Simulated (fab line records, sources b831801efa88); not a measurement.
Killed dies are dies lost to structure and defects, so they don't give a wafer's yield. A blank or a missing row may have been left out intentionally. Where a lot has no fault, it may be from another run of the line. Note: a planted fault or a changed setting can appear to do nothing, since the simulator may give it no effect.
Which tool was responsible? / flow sky130 / Sampling: 24 lots, 72 wafers, 6 of 708 route steps

## WHAT EACH GAUGE READ, for each wafer
SKY_CAPM_OVL_MEAS_12.
lot=L074; measured=day 37 09:52; on=overlay-01; CAPM_OVL (nm)=-2.6 -1.5 -1.5
lot=L075; measured=day 37 19:14; on=overlay-02; CAPM_OVL (nm)=0.4 -0.9 -2.1
lot=L076; measured=day 38 02:43; on=overlay-01; CAPM_OVL (nm)=-0.2 0.2 -0.7
lot=L077; measured=day 38 17:07; on=overlay-02; CAPM_OVL (nm)=-2.2 -2.7 -2.4
lot=L078; measured=day 38 17:22; on=overlay-01; CAPM_OVL (nm)=-1.8 -1.7 -2.3
lot=L079; measured=day 39 02:23; on=overlay-02; CAPM_OVL (nm)=-2.0 -0.9 -1.6
lot=L080; measured=day 39 16:46; on=overlay-01; CAPM_OVL (nm)=-1.3 -1.3 -1.9
lot=L081; measured=day 39 21:37; on=overlay-02; CAPM_OVL (nm)=-1.2 -2.8 -3.1
lot=L082; measured=day 40 15:55; on=overlay-01; CAPM_OVL (nm)=-2.7 -2.8 -2.3
lot=L084; measured=day 41 13:44; on=overlay-02; CAPM_OVL (nm)=-0.6 -1.8 -0.9
lot=L083; measured=day 41 14:50; on=overlay-01; CAPM_OVL (nm)=-2.3 -2.6 -2.6
lot=L085; measured=day 41 17:35; on=overlay-01; CAPM_OVL (nm)=-1.8 -1.4 -0.2
lot=L087; measured=day 41 17:49; on=overlay-02; CAPM_OVL (nm)=1.5 -0.8 -0.6
lot=L086; measured=day 41 20:17; on=overlay-02; CAPM_OVL (nm)=-0.7 -1.6 -0.2
lot=L088; measured=day 41 21:12; on=overlay-01; CAPM_OVL (nm)=-3.0 -2.4 -2.8
lot=L089; measured=day 42 04:05; on=overlay-02; CAPM_OVL (nm)=-3.4 -1.5 -3.1
lot=L090; measured=day 42 10:04; on=overlay-02; CAPM_OVL (nm)=-1.4 -1.3 -1.5
lot=L092; measured=day 42 18:55; on=overlay-02; CAPM_OVL (nm)=-0.6 -0.1 -2.4
lot=L091; measured=day 42 21:16; on=overlay-01; CAPM_OVL (nm)=-0.5 -1.0 -0.3
lot=L093; measured=day 43 03:28; on=overlay-01; CAPM_OVL (nm)=-0.7 -1.2 -1.6
lot=L094; measured=day 43 06:38; on=overlay-01; CAPM_OVL (nm)=-3.1 -2.9 -2.3
lot=L095; measured=day 43 16:52; on=overlay-01; CAPM_OVL (nm)=-2.4 -2.3 -0.4
lot=L096; measured=day 44 00:22; on=overlay-02; CAPM_OVL (nm)=-0.9 -2.9 -2.8
lot=L097; measured=day 44 17:52; on=overlay-02; CAPM_OVL (nm)=0.0 -2.5 -0.9

SKY_VIA3_RS_MEAS_22: a four-point-probe measurement.
lot=L074; measured=day 39 15:26; on=film_metro-01; VIA3_W_RS (ohm/sq)=0.2995 0.3028 0.2973
lot=L075; measured=day 40 00:14; on=film_metro-04; VIA3_W_RS (ohm/sq)=0.2943 0.2973 0.2972
lot=L076; measured=day 40 07:04; on=film_metro-04; VIA3_W_RS (ohm/sq)=0.2973 0.2974 0.2950
lot=L077; measured=day 40 22:12; on=film_metro-02; VIA3_W_RS (ohm/sq)=0.3010 0.3010 0.2988
lot=L078; measured=day 40 22:30; on=film_metro-02; VIA3_W_RS (ohm/sq)=0.2963 0.2943 0.2956
lot=L079; measured=day 41 07:32; on=film_metro-04; VIA3_W_RS (ohm/sq)=0.3055 0.2965 0.2963
lot=L080; measured=day 41 20:43; on=film_metro-04; VIA3_W_RS (ohm/sq)=0.3020 0.3015 0.2981
lot=L081; measured=day 42 01:46; on=film_metro-01; VIA3_W_RS (ohm/sq)=0.3000 0.3001 0.2981
lot=L082; measured=day 42 17:28; on=film_metro-04; VIA3_W_RS (ohm/sq)=0.2933 0.2930 0.2976
lot=L084; measured=day 43 16:16; on=film_metro-02; VIA3_W_RS (ohm/sq)=0.2961 0.2957 0.2932
lot=L083; measured=day 43 16:43; on=film_metro-01; VIA3_W_RS (ohm/sq)=0.2928 0.2929 0.2925
lot=L085; measured=day 43 19:55; on=film_metro-04; VIA3_W_RS (ohm/sq)=0.2963 0.3025 0.2981
lot=L087; measured=day 43 20:09; on=film_metro-01; VIA3_W_RS (ohm/sq)=0.3006 0.2974 0.2952
lot=L086; measured=day 43 22:43; on=film_metro-02; VIA3_W_RS (ohm/sq)=0.2948 0.2944 0.2952
lot=L088; measured=day 44 00:01; on=film_metro-01; VIA3_W_RS (ohm/sq)=0.2952 0.3002 0.2972
lot=L089; measured=day 44 06:46; on=film_metro-02; VIA3_W_RS (ohm/sq)=0.2968 0.2984 0.2943
lot=L090; measured=day 44 11:51; on=film_metro-04; VIA3_W_RS (ohm/sq)=0.2914 0.2923 0.2899
lot=L092; measured=day 44 19:16; on=film_metro-02; VIA3_W_RS (ohm/sq)=0.2957 0.2946 0.2928
lot=L091; measured=day 44 23:04; on=film_metro-02; VIA3_W_RS (ohm/sq)=0.2943 0.2989 0.2910
lot=L093; measured=day 45 03:22; on=film_metro-01; VIA3_W_RS (ohm/sq)=0.2974 0.2964 0.2969
lot=L094; measured=day 45 07:25; on=film_metro-02; VIA3_W_RS (ohm/sq)=0.2931 0.2936 0.2949
lot=L095; measured=day 45 15:24; on=film_metro-02; VIA3_W_RS (ohm/sq)=0.2935 0.2908 0.2968
lot=L096; measured=day 45 23:08; on=film_metro-01; VIA3_W_RS (ohm/sq)=0.2978 0.2972 0.2981
lot=L097; measured=day 46 15:16; on=film_metro-02; VIA3_W_RS (ohm/sq)=0.2930 0.2973 0.2970

## WHAT TOOL EACH LOT RAN ON (gives the tool, then ch and the chambers of the sampled wafers, and finally the start)
lot=L074; SKY_METAL1_SPUTTER_04=pvd_sputter-01, day 31 14:08; SKY_VIA2_CMP_02=cmp-02 ch 0,1, day 35 03:14; SKY_METAL3_SPUTTER_01=pvd_sputter-01, day 36 06:57; SKY_VIA3_ETCH_15=rie_diel-02 ch 0,1,3, day 39 14:29
lot=L075; SKY_METAL1_SPUTTER_04=pvd_sputter-03, day 32 00:24; SKY_VIA2_CMP_02=cmp-02 ch 0,1,3, day 35 12:55; SKY_METAL3_SPUTTER_01=pvd_sputter-03, day 36 16:47; SKY_VIA3_ETCH_15=rie_diel-03 ch 0,1,3, day 39 23:24
lot=L076; SKY_METAL1_SPUTTER_04=pvd_sputter-02, day 32 09:30; SKY_VIA2_CMP_02=cmp-02 ch 1,2,3, day 35 21:40; SKY_METAL3_SPUTTER_01=pvd_sputter-01, day 37 00:43; SKY_VIA3_ETCH_15=rie_diel-03 ch 1,2, day 40 06:09
lot=L077; SKY_METAL1_SPUTTER_04=pvd_sputter-01, day 32 23:44; SKY_VIA2_CMP_02=cmp-01 ch 0,2,3, day 36 11:20; SKY_METAL3_SPUTTER_01=pvd_sputter-02, day 37 16:07; SKY_VIA3_ETCH_15=rie_diel-01 ch 0,1,3, day 40 21:16
lot=L078; SKY_METAL1_SPUTTER_04=pvd_sputter-02, day 33 00:17; SKY_VIA2_CMP_02=cmp-02 ch 1,2, day 36 12:02; SKY_METAL3_SPUTTER_01=pvd_sputter-01, day 37 16:15; SKY_VIA3_ETCH_15=rie_diel-02 ch 2,3, day 40 21:37
lot=L079; SKY_METAL1_SPUTTER_04=pvd_sputter-02, day 33 10:31; SKY_VIA2_CMP_02=cmp-02 ch 1,2,3, day 36 21:29; SKY_METAL3_SPUTTER_01=pvd_sputter-02, day 38 01:21; SKY_VIA3_ETCH_15=rie_diel-02 ch 0,1,2, day 41 06:39
lot=L080; SKY_METAL1_SPUTTER_04=pvd_sputter-03, day 34 00:24; SKY_VIA2_CMP_02=cmp-02 ch 0,1,2, day 37 11:50; SKY_METAL3_SPUTTER_01=pvd_sputter-02, day 38 15:17; SKY_VIA3_ETCH_15=rie_diel-03 ch 1,3, day 41 19:50
lot=L081; SKY_METAL1_SPUTTER_04=pvd_sputter-01, day 34 05:25; SKY_VIA2_CMP_02=cmp-02 ch 0,3, day 37 16:26; SKY_METAL3_SPUTTER_01=pvd_sputter-03, day 38 19:39; SKY_VIA3_ETCH_15=rie_diel-01 ch 0,1,3, day 42 00:51
lot=L082; SKY_METAL1_SPUTTER_04=pvd_sputter-03, day 35 01:32; SKY_VIA2_CMP_02=cmp-02 ch 1,2,3, day 38 12:26; SKY_METAL3_SPUTTER_01=pvd_sputter-03, day 39 14:46; SKY_VIA3_ETCH_15=rie_diel-03 ch 0,3, day 42 16:35
lot=L084; SKY_METAL1_SPUTTER_04=pvd_sputter-03, day 36 01:26; SKY_VIA2_CMP_02=cmp-01 ch 1,3, day 39 11:32; SKY_METAL3_SPUTTER_01=pvd_sputter-03, day 40 14:01; SKY_VIA3_ETCH_15=rie_diel-01 ch 1,2,3, day 43 15:23
lot=L083; SKY_METAL1_SPUTTER_04=pvd_sputter-01, day 36 02:23; SKY_VIA2_CMP_02=cmp-01 ch 0,3, day 39 12:37; SKY_METAL3_SPUTTER_01=pvd_sputter-03, day 40 14:53; SKY_VIA3_ETCH_15=rie_diel-03 ch 0,3, day 43 15:52
lot=L085; SKY_METAL1_SPUTTER_04=pvd_sputter-01, day 36 05:17; SKY_VIA2_CMP_02=cmp-01 ch 0,3, day 39 14:47; SKY_METAL3_SPUTTER_01=pvd_sputter-03, day 40 17:36; SKY_VIA3_ETCH_15=rie_diel-02 ch 0,2,3, day 43 19:02
lot=L087; SKY_METAL1_SPUTTER_04=pvd_sputter-03, day 36 05:38; SKY_VIA2_CMP_02=cmp-02 ch 0,1,3, day 39 14:47; SKY_METAL3_SPUTTER_01=pvd_sputter-03, day 40 17:47; SKY_VIA3_ETCH_15=rie_diel-03 ch 0,1,3, day 43 19:18
lot=L086; SKY_METAL1_SPUTTER_04=pvd_sputter-03, day 36 07:38; SKY_VIA2_CMP_02=cmp-01 ch 0,3, day 39 17:56; SKY_METAL3_SPUTTER_01=pvd_sputter-03, day 40 20:37; SKY_VIA3_ETCH_15=rie_diel-02 ch 0,2,3, day 43 21:51
lot=L088; SKY_METAL1_SPUTTER_04=pvd_sputter-01, day 36 10:58; SKY_VIA2_CMP_02=cmp-01 ch 0,1,3, day 39 19:17; SKY_METAL3_SPUTTER_01=pvd_sputter-03, day 40 21:35; SKY_VIA3_ETCH_15=rie_diel-02 ch 1,2,3, day 43 23:08
lot=L089; SKY_METAL1_SPUTTER_04=pvd_sputter-01, day 36 16:24; SKY_VIA2_CMP_02=cmp-02 ch 1,2, day 40 01:20; SKY_METAL3_SPUTTER_01=pvd_sputter-03, day 41 03:14; SKY_VIA3_ETCH_15=rie_diel-02 ch 0,3, day 44 05:52
lot=L090; SKY_METAL1_SPUTTER_04=pvd_sputter-03, day 37 01:02; SKY_VIA2_CMP_02=cmp-01 ch 0,2,3, day 40 08:53; SKY_METAL3_SPUTTER_01=pvd_sputter-02, day 41 10:22; SKY_VIA3_ETCH_15=rie_diel-01 ch 1,2,3, day 44 11:01
lot=L092; SKY_METAL1_SPUTTER_04=pvd_sputter-03, day 37 10:19; SKY_VIA2_CMP_02=cmp-01 ch 0,1,2, day 40 17:44; SKY_METAL3_SPUTTER_01=pvd_sputter-03, day 41 19:21; SKY_VIA3_ETCH_15=rie_diel-02 ch 1,3, day 44 18:25
lot=L091; SKY_METAL1_SPUTTER_04=pvd_sputter-01, day 37 10:35; SKY_VIA2_CMP_02=cmp-01 ch 2,3, day 40 20:02; SKY_METAL3_SPUTTER_01=pvd_sputter-02, day 41 21:33; SKY_VIA3_ETCH_15=rie_diel-01 ch 0,2,3, day 44 22:13
lot=L093; SKY_METAL1_SPUTTER_04=pvd_sputter-03, day 37 16:53; SKY_VIA2_CMP_02=cmp-01 ch 0,1,3, day 41 01:16; SKY_METAL3_SPUTTER_01=pvd_sputter-02, day 42 03:31; SKY_VIA3_ETCH_15=rie_diel-03 ch 0,1,3, day 45 02:31
lot=L094; SKY_METAL1_SPUTTER_04=pvd_sputter-01, day 37 23:23; SKY_VIA2_CMP_02=cmp-02 ch 0,1,3, day 41 05:35; SKY_METAL3_SPUTTER_01=pvd_sputter-03, day 42 07:32; SKY_VIA3_ETCH_15=rie_diel-03 ch 1,3, day 45 06:34
lot=L095; SKY_METAL1_SPUTTER_04=pvd_sputter-03, day 38 10:22; SKY_VIA2_CMP_02=cmp-01 ch 1,2, day 41 16:31; SKY_METAL3_SPUTTER_01=pvd_sputter-03, day 42 17:21; SKY_VIA3_ETCH_15=rie_diel-02 ch 0,2,3, day 45 14:31
lot=L096; SKY_METAL1_SPUTTER_04=pvd_sputter-03, day 38 16:59; SKY_VIA2_CMP_02=cmp-02 ch 0,1,2, day 41 22:54; SKY_METAL3_SPUTTER_01=pvd_sputter-01, day 43 00:20; SKY_VIA3_ETCH_15=rie_diel-01 ch 0,1, day 45 22:17
lot=L097; SKY_METAL1_SPUTTER_04=pvd_sputter-03, day 39 14:14; SKY_VIA2_CMP_02=cmp-01 ch 0,1,3, day 42 18:52; SKY_METAL3_SPUTTER_01=pvd_sputter-03, day 43 20:04; SKY_VIA3_ETCH_15=rie_diel-02 ch 1,2,3, day 46 14:26
- SKY_METAL1_SPUTTER_04: material TiN, target thk 70 nm, time 58.3 s.
- SKY_VIA2_CMP_02: polishes SiO2.
- SKY_METAL3_SPUTTER_01: material TiN, target thk 20 nm, time 16.7 s.
- SKY_VIA3_ETCH_15: etches SiO2 in C4F8/O2/Ar, stops on TiN, target depth 507 nm, time 78 s.

## AS READ BY THE TOOLS THEMSELVES (means over the sampled wafers that have a number; for cases with no such wafer, the mark the record gives instead)
SKY_METAL1_SPUTTER_04.
lot=L074; tool=pvd_sputter-01; throttle_valve_pct (%)=31.5
lot=L075; tool=pvd_sputter-03; throttle_valve_pct (%)=30.2
lot=L076; tool=pvd_sputter-02; throttle_valve_pct (%)=29.2
lot=L077; tool=pvd_sputter-01; throttle_valve_pct (%)=30.1
lot=L078; tool=pvd_sputter-02; throttle_valve_pct (%)=28.4
lot=L079; tool=pvd_sputter-02; throttle_valve_pct (%)=29.8
lot=L080; tool=pvd_sputter-03; throttle_valve_pct (%)=30.7
lot=L081; tool=pvd_sputter-01; throttle_valve_pct (%)=29.9
lot=L082; tool=pvd_sputter-03; throttle_valve_pct (%)=30.2
lot=L084; tool=pvd_sputter-03; throttle_valve_pct (%)=29.6
lot=L083; tool=pvd_sputter-01; throttle_valve_pct (%)=30.1
lot=L085; tool=pvd_sputter-01; throttle_valve_pct (%)=29.9
lot=L087; tool=pvd_sputter-03; throttle_valve_pct (%)=30.3
lot=L086; tool=pvd_sputter-03; throttle_valve_pct (%)=30.4
lot=L088; tool=pvd_sputter-01; throttle_valve_pct (%)=31.5
lot=L089; tool=pvd_sputter-01; throttle_valve_pct (%)=30.7
lot=L090; tool=pvd_sputter-03; throttle_valve_pct (%)=30.2
lot=L092; tool=pvd_sputter-03; throttle_valve_pct (%)=30.5
lot=L091; tool=pvd_sputter-01; throttle_valve_pct (%)=30.9
lot=L093; tool=pvd_sputter-03; throttle_valve_pct (%)=30.7
lot=L094; tool=pvd_sputter-01; throttle_valve_pct (%)=31.0
lot=L095; tool=pvd_sputter-03; throttle_valve_pct (%)=30.2
lot=L096; tool=pvd_sputter-03; throttle_valve_pct (%)=30.0
lot=L097; tool=pvd_sputter-03; throttle_valve_pct (%)=29.7

SKY_VIA2_CMP_02.
lot=L074; tool=cmp-02; motor_current_A (A)=12.5
lot=L075; tool=cmp-02; motor_current_A (A)=12.3
lot=L076; tool=cmp-02; motor_current_A (A)=11.4
lot=L077; tool=cmp-01; motor_current_A (A)=11.6
lot=L078; tool=cmp-02; motor_current_A (A)=10.5
lot=L079; tool=cmp-02; motor_current_A (A)=11.4
lot=L080; tool=cmp-02; motor_current_A (A)=11.9
lot=L081; tool=cmp-02; motor_current_A (A)=13.6
lot=L082; tool=cmp-02; motor_current_A (A)=11.5
lot=L084; tool=cmp-01; motor_current_A (A)=12.3
lot=L083; tool=cmp-01; motor_current_A (A)=11.6
lot=L085; tool=cmp-01; motor_current_A (A)=11.4
lot=L087; tool=cmp-02; motor_current_A (A)=12.3
lot=L086; tool=cmp-01; motor_current_A (A)=11.7
lot=L088; tool=cmp-01; motor_current_A (A)=11.8
lot=L089; tool=cmp-02; motor_current_A (A)=10.6
lot=L090; tool=cmp-01; motor_current_A (A)=11.6
lot=L092; tool=cmp-01; motor_current_A (A)=12.2
lot=L091; tool=cmp-01; motor_current_A (A)=11.9
lot=L093; tool=cmp-01; motor_current_A (A)=11.7
lot=L094; tool=cmp-02; motor_current_A (A)=12.4
lot=L095; tool=cmp-01; motor_current_A (A)=12.4
lot=L096; tool=cmp-02; motor_current_A (A)=11.9
lot=L097; tool=cmp-01; motor_current_A (A)=11.8

SKY_METAL3_SPUTTER_01.
lot=L074; tool=pvd_sputter-01; throttle_valve_pct (%)=31.4
lot=L075; tool=pvd_sputter-03; throttle_valve_pct (%)=30.5
lot=L076; tool=pvd_sputter-01; throttle_valve_pct (%)=29.4
lot=L077; tool=pvd_sputter-02; throttle_valve_pct (%)=29.1
lot=L078; tool=pvd_sputter-01; throttle_valve_pct (%)=30.1
lot=L079; tool=pvd_sputter-02; throttle_valve_pct (%)=29.9
lot=L080; tool=pvd_sputter-02; throttle_valve_pct (%)=29.2
lot=L081; tool=pvd_sputter-03; throttle_valve_pct (%)=30.2
lot=L082; tool=pvd_sputter-03; throttle_valve_pct (%)=30.2
lot=L084; tool=pvd_sputter-03; throttle_valve_pct (%)=30.6
lot=L083; tool=pvd_sputter-03; throttle_valve_pct (%)=30.5
lot=L085; tool=pvd_sputter-03; throttle_valve_pct (%)=29.9
lot=L087; tool=pvd_sputter-03; throttle_valve_pct (%)=30.2
lot=L086; tool=pvd_sputter-03; throttle_valve_pct (%)=29.8
lot=L088; tool=pvd_sputter-03; throttle_valve_pct (%)=30.3
lot=L089; tool=pvd_sputter-03; throttle_valve_pct (%)=29.9
lot=L090; tool=pvd_sputter-02; throttle_valve_pct (%)=29.7
lot=L092; tool=pvd_sputter-03; throttle_valve_pct (%)=30.5
lot=L091; tool=pvd_sputter-02; throttle_valve_pct (%)=29.7
lot=L093; tool=pvd_sputter-02; throttle_valve_pct (%)=29.2
lot=L094; tool=pvd_sputter-03; throttle_valve_pct (%)=30.9
lot=L095; tool=pvd_sputter-03; throttle_valve_pct (%)=30.4
lot=L096; tool=pvd_sputter-01; throttle_valve_pct (%)=30.3
lot=L097; tool=pvd_sputter-03; throttle_valve_pct (%)=30.0

SKY_VIA3_ETCH_15.
lot=L074; tool=rie_diel-02; chamber_pressure_mTorr (mTorr)=40.01; oes_product_au (a.u.)=0.945
lot=L075; tool=rie_diel-03; chamber_pressure_mTorr (mTorr)=40.05; oes_product_au (a.u.)=0.948
lot=L076; tool=rie_diel-03; chamber_pressure_mTorr (mTorr)=39.99; oes_product_au (a.u.)=0.949
lot=L077; tool=rie_diel-01; chamber_pressure_mTorr (mTorr)=40.02; oes_product_au (a.u.)=0.947
lot=L078; tool=rie_diel-02; chamber_pressure_mTorr (mTorr)=40.07; oes_product_au (a.u.)=0.939
lot=L079; tool=rie_diel-02; chamber_pressure_mTorr (mTorr)=40.01; oes_product_au (a.u.)=0.946
lot=L080; tool=rie_diel-03; chamber_pressure_mTorr (mTorr)=40.03; oes_product_au (a.u.)=0.946
lot=L081; tool=rie_diel-01; chamber_pressure_mTorr (mTorr)=39.97; oes_product_au (a.u.)=0.947
lot=L082; tool=rie_diel-03; chamber_pressure_mTorr (mTorr)=39.99; oes_product_au (a.u.)=0.942
lot=L084; tool=rie_diel-01; chamber_pressure_mTorr (mTorr)=40.01; oes_product_au (a.u.)=0.943
lot=L083; tool=rie_diel-03; chamber_pressure_mTorr (mTorr)=40.02; oes_product_au (a.u.)=0.943
lot=L085; tool=rie_diel-02; chamber_pressure_mTorr (mTorr)=39.97; oes_product_au (a.u.)=0.947
lot=L087; tool=rie_diel-03; chamber_pressure_mTorr (mTorr)=40.02; oes_product_au (a.u.)=0.949
lot=L086; tool=rie_diel-02; chamber_pressure_mTorr (mTorr)=39.97; oes_product_au (a.u.)=0.953
lot=L088; tool=rie_diel-02; chamber_pressure_mTorr (mTorr)=40.01; oes_product_au (a.u.)=0.947
lot=L089; tool=rie_diel-02; chamber_pressure_mTorr (mTorr)=40.00; oes_product_au (a.u.)=0.943
lot=L090; tool=rie_diel-01; chamber_pressure_mTorr (mTorr)=40.04; oes_product_au (a.u.)=0.951
lot=L092; tool=rie_diel-02; chamber_pressure_mTorr (mTorr)=40.01; oes_product_au (a.u.)=0.948
lot=L091; tool=rie_diel-01; chamber_pressure_mTorr (mTorr)=39.99; oes_product_au (a.u.)=0.948
lot=L093; tool=rie_diel-03; chamber_pressure_mTorr (mTorr)=39.98; oes_product_au (a.u.)=0.949
lot=L094; tool=rie_diel-03; chamber_pressure_mTorr (mTorr)=40.00; oes_product_au (a.u.)=0.943
lot=L095; tool=rie_diel-02; chamber_pressure_mTorr (mTorr)=40.00; oes_product_au (a.u.)=0.947
lot=L096; tool=rie_diel-01; chamber_pressure_mTorr (mTorr)=40.03; oes_product_au (a.u.)=0.946
lot=L097; tool=rie_diel-02; chamber_pressure_mTorr (mTorr)=40.03; oes_product_au (a.u.)=0.942

## THE ANSWER, worked out from the rows above alone
Rule: the lots themselves supply what counts as usual. Put in order of their means at a reading, lots are off if they are a third of the lots or fewer, leave a main group of 4 or more, and stand apart from it by a gap of 3 or more times the standard deviation of the main group's means; of several such gaps the widest counts. A main group is skipped when, at the precision printed for the reading in the tables above, its means are all equal. A lot without any number at a reading at which 4 lots or more have one is off too. All remaining lots with rows at the step are treated as sound. First the gauges in route order, then the tools' own readings, where a lot's mean is used as printed above. At the first step where some lot is off, the reading lying furthest off is the one used; lots without a number count as furthest.
No lot is off at any reading shown: from this, nothing can be told.

## WHAT THE SIMULATOR HAD PUT IN
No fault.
